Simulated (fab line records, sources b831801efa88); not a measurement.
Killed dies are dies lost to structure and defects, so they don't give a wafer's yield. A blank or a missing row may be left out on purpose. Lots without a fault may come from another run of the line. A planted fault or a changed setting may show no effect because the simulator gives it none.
Chamber matching | flow sky130 | SKY_VIA2_ETCH_14 on rie_diel-01: 4 sister chambers
The step etches BARC in N2/H2, stops on SiO2, time 45.9 s, target depth 60 nm. 39 wafers are shown with their chamber, then 12 later ones without.

WAFERS WITH THEIR CHAMBER
wafer  | chamber | drypump_motor_current_A (A) | throttle_valve_pct (%) | oes_product_au (a.u.)
L074.1 | 2       | 6.2                         | 13.219                 | 0.856
L074.2 | 3       | 5.0                         | 13.225                 | 0.854
L074.3 | 0       | 5.4                         | 13.224                 | 0.857
L074.4 | 1       | 5.3                         | 13.231                 | 0.867
L074.5 | 0       | 5.5                         | 13.222                 | 0.853
L074.6 | 3       | 5.0                         | 13.242                 | 0.850
L075.1 | 2       | 6.2                         | 13.229                 | 0.852
L075.2 | 3       | 4.9                         | 13.227                 | 0.859
L075.3 | 0       | 5.4                         | 13.236                 | 0.853
L075.4 | 1       | 5.3                         | 13.226                 | 0.845
L075.5 | 2       | 6.2                         | 13.241                 | 0.854
L075.6 | 1       | 5.3                         | 13.214                 | 0.854
L076.1 | 3       | 4.9                         | 13.223                 | 0.846
L076.2 | 0       | 5.5                         | 13.227                 | 0.847
L076.3 | 1       | 5.3                         | 13.231                 | 0.858
L076.4 | 2       | 6.2                         | 13.207                 | 0.849
L076.5 | 1       | 5.3                         | 13.232                 | 0.854
L076.6 | 2       | 6.2                         | 13.221                 | 0.862
L079.2 | 0       | 5.4                         | 13.234                 | 0.848
L079.4 | 2       | 6.2                         | 13.225                 | 0.853
L079.6 | 1       | 5.3                         | 13.223                 | 0.856
L081.1 | 3       | 4.9                         | 13.227                 | 0.845
L081.2 | 0       | 5.5                         | 13.230                 | 0.851
L081.3 | 2       | 6.2                         | 13.199                 | 0.854
L081.4 | 1       | 5.3                         | 13.210                 | 0.857
L081.5 | 0       | 5.5                         | 13.223                 | 0.854
L081.6 | 1       | 5.3                         | 13.230                 | 0.850
L083.2 | 3       | 4.9                         | 13.226                 | 0.853
L083.5 | 3       | 4.9                         | 13.220                 | 0.860
L083.6 | 0       | 5.5                         | 13.220                 | 0.861
L084.4 | 1       | 5.3                         | 13.238                 | 0.853
L084.5 | 3       | 4.9                         | 13.231                 | 0.861
L084.6 | 0       | 5.4                         | 13.218                 | 0.850
L090.1 | 2       | 6.2                         | 13.217                 | 0.854
L090.5 | 2       | 6.2                         | 13.196                 | 0.852
L090.6 | 1       | 5.3                         | 13.219                 | 0.856
L093.1 | 2       | 6.2                         | 13.233                 | 0.853
L093.5 | 0       | 5.4                         | 13.234                 | 0.853
L093.6 | 1       | 5.3                         | 13.229                 | 0.849

SIGNATURES (means of the wafers above)
reading                 | chamber 0 | chamber 1 | chamber 2 | chamber 3 | scatter within a chamber
drypump_motor_current_A | 5.450     | 5.300     | 6.200     | 4.925     | 0.0338
throttle_valve_pct      | 13.22680  | 13.22573  | 13.21870  | 13.22762  | 0.00969
oes_product_au          | 0.85270   | 0.85445   | 0.85390   | 0.85350   | 0.00493
Rule: a wafer's distance from a chamber is the root of the sum, over the readings, of the square of ((its reading less the chamber's mean) divided by the reading's scatter). The wafer belongs to the nearest chamber; if the next one is less than 2 further off, it can't be placed. The scatter: the root of (the sum of the squares of (reading less its chamber's mean) over the shown wafers, divided by (wafers less chambers)).

WAFERS WITHOUT THEIR CHAMBER
wafer  | drypump_motor_current_A (A) | throttle_valve_pct (%) | oes_product_au (a.u.)
L094.1 | 5.3                         | 13.222                 | 0.858
L094.2 | 5.4                         | 13.219                 | 0.852
L094.3 | 6.2                         | 13.232                 | 0.854
L094.4 | 4.9                         | 13.218                 | 0.849
L094.5 | 6.2                         | 13.220                 | 0.864
L094.6 | 5.3                         | 13.218                 | 0.860
L097.1 | 4.9                         | 13.231                 | 0.845
L097.2 | 5.3                         | 13.235                 | 0.851
L097.3 | 6.2                         | 13.219                 | 0.853
L097.4 | 5.4                         | 13.237                 | 0.848
L097.5 | 4.9                         | 13.238                 | 0.853
L097.6 | 5.4                         | 13.203                 | 0.850

WHICH CHAMBER EACH WENT THROUGH
wafer  | from the rows above     | in truth
L094.1 | 1                       | 1
L094.2 | can't be placed: 0 or 1 | 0
L094.3 | 2                       | 2
L094.4 | 3                       | 3
L094.5 | 2                       | 2
L094.6 | 1                       | 1
L097.1 | 3                       | 3
L097.2 | 1                       | 1
L097.3 | 2                       | 2
L097.4 | can't be placed: 0 or 1 | 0
L097.5 | 3                       | 3
L097.6 | can't be placed: 0 or 1 | 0
Placed correctly: 9 of 12. Can't be placed from these rows: 3 (the true chamber is among the candidates in 3). Placed wrongly: 0.
